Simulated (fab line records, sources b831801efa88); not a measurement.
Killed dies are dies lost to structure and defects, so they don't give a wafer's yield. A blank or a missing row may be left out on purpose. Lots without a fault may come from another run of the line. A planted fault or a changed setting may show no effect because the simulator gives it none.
Chamber matching | flow sky130 | SKY_VIA1_CMP_24 on cmp-02: 4 sister chambers
The step polishes, stops on SiO2, t overpolish 15 s, target thk 0 nm. 4 wafers are shown with their chamber, then 8 later ones without.

WAFERS WITH THEIR CHAMBER
wafer  | chamber | motor_current_A (A)
L093.2 | 2       | 13.4
L093.3 | 0       | 9.9
L093.4 | 1       | 11.6
L096.1 | 3       | 12.2

WAFERS WITHOUT THEIR CHAMBER
wafer  | motor_current_A (A)
L096.4 | 13.1
L096.5 | 12.1
L095.1 | 13.1
L095.5 | 10.1
L095.6 | 12.0
L097.1 | 12.0
L097.2 | 12.7
L097.5 | 9.7

WHICH CHAMBER EACH WENT THROUGH
wafer  | from the rows above     | in truth
L096.4 | 2                       | 2
L096.5 | can't be placed: 3 or 1 | 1
L095.1 | 2                       | 2
L095.5 | 0                       | 0
L095.6 | can't be placed: 3 or 1 | 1
L097.1 | can't be placed: 3 or 1 | 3
L097.2 | can't be placed: 3 or 2 | 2
L097.5 | 0                       | 0
Placed correctly: 4 of 8. Can't be placed from these rows: 4 (the true chamber is among the candidates in 4). Placed wrongly: 0.
How it was worked out, from the rows above alone: a wafer's distance from a chamber is the root of the sum, over the readings, of the square of ((its reading less the chamber's mean) divided by the reading's scatter). The wafer belongs to the nearest chamber; if the next one is less than 2 further off, it can't be placed. A chamber's mean is the mean of its shown wafers. The scatter: with one shown wafer a chamber, the root of the mean of the squares of how far each hidden wafer lies from its nearest shown one.
